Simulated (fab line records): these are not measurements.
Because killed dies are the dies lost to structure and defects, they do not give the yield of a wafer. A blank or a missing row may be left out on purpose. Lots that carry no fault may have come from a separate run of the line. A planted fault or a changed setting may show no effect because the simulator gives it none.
Struck lot and sound lot, side by side || flow sky130 || 17 steps out of a route of 708
Sound: the wafers L615.3, L615.4, L615.6. Wafers struck: L622.1, L622.2, L622.5. The cause is given at the end.
For every step that has rows: the tool of each side, followed by ch and its chambers, followed by its first start. Under that, the readings that differ: sound wafers || struck wafers || difference of the means || sigmas: that difference in standard deviations of wafers without a fault.
alike: readings whose means differ by less than 2 such deviations, and words and numbers that are the same on both sides. not compared: withheld readings, readings that some wafer has no value for, bounds like >300 that may hide the same value, and numbers for which the record gives no deviation and whose values overlap.
A row with sigmas, a row that says differs or no value, or rows on one side alone: a step with any of these is where the two part. When numbers do not overlap yet have no deviation, they are printed without sigmas and do not part them. Lack of a reading on every wafer of one side parts them only where that side has two or more wafers.

SKY_CONTACT_BOW_MEAS_05:
  sound on film-metro-03, day 32 08:11; struck on film-metro-03, day 34 00:33
  alike: CONTACT_BOW
then, 8 steps without rows for these wafers: SKY_CONTACT_DEHYDRATE_06 (time 60 s); SKY_CONTACT_HMDS_07 (prime time 60 s); SKY_CONTACT_COAT_08 (resist thk 60 nm); SKY_CONTACT_COAT_09 (resist thk 450 nm); SKY_CONTACT_SOFTBAKE_10 (time 90 s); SKY_CONTACT_EXPOSE_11 (exposes mask CTM1, target cd 170 nm); SKY_CONTACT_PEB_12; SKY_CONTACT_DEVELOP_13 (develop time 60 s).
SKY_CONTACT_CD_MEAS_14 targets a cd of 170 nm.
  sound on cd-sem-02, day 33 10:54; struck on cd-sem-01, day 35 02:43
  alike: cd-nm
SKY_CONTACT_OVL_MEAS_15:
  sound on overlay-02, day 33 10:59; struck on overlay-01, day 35 02:50
  alike: CONTACT_OVL
SKY_CONTACT_ETCH_16: etches BARC in N2/H2, stops on SiO2, time 45.9 s, target depth 60 nm.
  sound on rie-diel-01 ch 0,1,2, day 33 11:01; struck on rie-diel-03 ch 0,3, day 35 02:52
  alike: bias-w, chamber-pressure-mTorr, drypump-motor-current-A, oes-product-au, rf-fwd-power-W, throttle-valve-pct
  not compared: rf-hours-counter-h
SKY_CONTACT_ETCH_17: etches SiO2 in C4F8/O2/Ar, stops on Si3N4, target depth 340 nm.
  sound on rie-diel-01 ch 0,1,2, day 33 11:03; struck on rie-diel-03 ch 0,3, day 35 02:56
  no value came back on the struck wafers for bias-w (W), chamber-pressure-mTorr (mTorr), oes-product-au (a.u.), rf-fwd-power-W (W); on the sound wafers bias-w (W) reads 1207 1199 1203
{"reading": "model.KrF-thick_of_CONTACT_COAT_09.thk-nm (nm)", "sound": "330.1 327.5 324.3", "struck": "392.7 394.5 394.6", "difference": "+66.6", "sigmas": ""}
SKY_CONTACT_ETCH_18: etches Si3N4 in CHF3/O2, stops on TiN, time 39 s, target depth 75 nm.
  sound: rie-diel-01 ch 0,1,2; struck: rie-diel-03 ch 0,3
{"reading": "oes-product-au (a.u.)", "sound": "0.851 0.863 0.855", "struck": "0.370 0.381 0.369", "difference": -0.483, "sigmas": -67}
{"reading": "throttle-valve-pct (%)", "sound": "8.795 8.801 8.788", "struck": "8.657 8.666 8.689", "difference": -0.124, "sigmas": -13}
{"reading": "model.KrF-thick_of_CONTACT_COAT_09.thk-nm (nm)", "sound": "248.6 242.7 238", "struck": "308.1 310.7 310.3", "difference": "+66.6", "sigmas": ""}
  alike: O2_flow_sccm, bias-w, drypump-motor-current-A, rf-fwd-power-W
  not compared: rf-hours-counter-h
SKY_CONTACT_STRIP_19: strips in O2/N2.
  sound on plasma-asher-01 ch 0,1, day 33 11:11; struck on plasma-asher-02 ch 0,1, day 35 03:04
{"reading": "oes-product-au (a.u.)", "sound": "0.387 0.377 0.379", "struck": "0.407 0.420 0.406", "difference": "+0.030", "sigmas": "+6"}
{"reading": "strip-time-to-endpoint-s (s)", "sound": "3.68 3.61 3.58", "struck": "4.32 4.33 4.34", "difference": "+0.71", "sigmas": "+20"}
  alike: drypump-motor-current-A
  not compared: rf-hours-counter-h
then, 1 step without rows for these wafers: SKY_CONTACT_STRIP_20 (strips in post etch residue remover, time 1200 s).
-- the record jumps here: 13 days lie between the struck wafers' starts before and after (it left off in module CONTACT and takes up again in module PAD_OPEN, whose first step shown is number 708 of the route) --
SKY_PAD_OPEN_PROBE_99:
  sound on prober-02, day 47 04:32; struck on prober-01, day 48 11:11
{"reading": "killed-at-contacts", "sound": "21 24 26", "struck": "428 442 439", "difference": "+413", "sigmas": "+78"}
{"reading": "killed-at-other", "sound": "5 2 2", "struck": "0 0 1", "difference": -3, "sigmas": -3}
{"reading": "killed-dies", "sound": "93 84 83", "struck": "492 492 492", "difference": "+405", "sigmas": "+43"}
{"reading": "killed-on-rim", "sound": "22 13 18", "struck": "96 96 96", "difference": "+78", "sigmas": "+19"}
  alike: killed_at_M0_to_M3, killed_at_M4_up, killed-at-front-end, killed-open, killed-short

== WHERE THEY PART ==
At SKY_CONTACT_ETCH_17 first; at SKY_PAD_OPEN_PROBE_99 last (within this record only).

WHY: the cause the simulator had injected
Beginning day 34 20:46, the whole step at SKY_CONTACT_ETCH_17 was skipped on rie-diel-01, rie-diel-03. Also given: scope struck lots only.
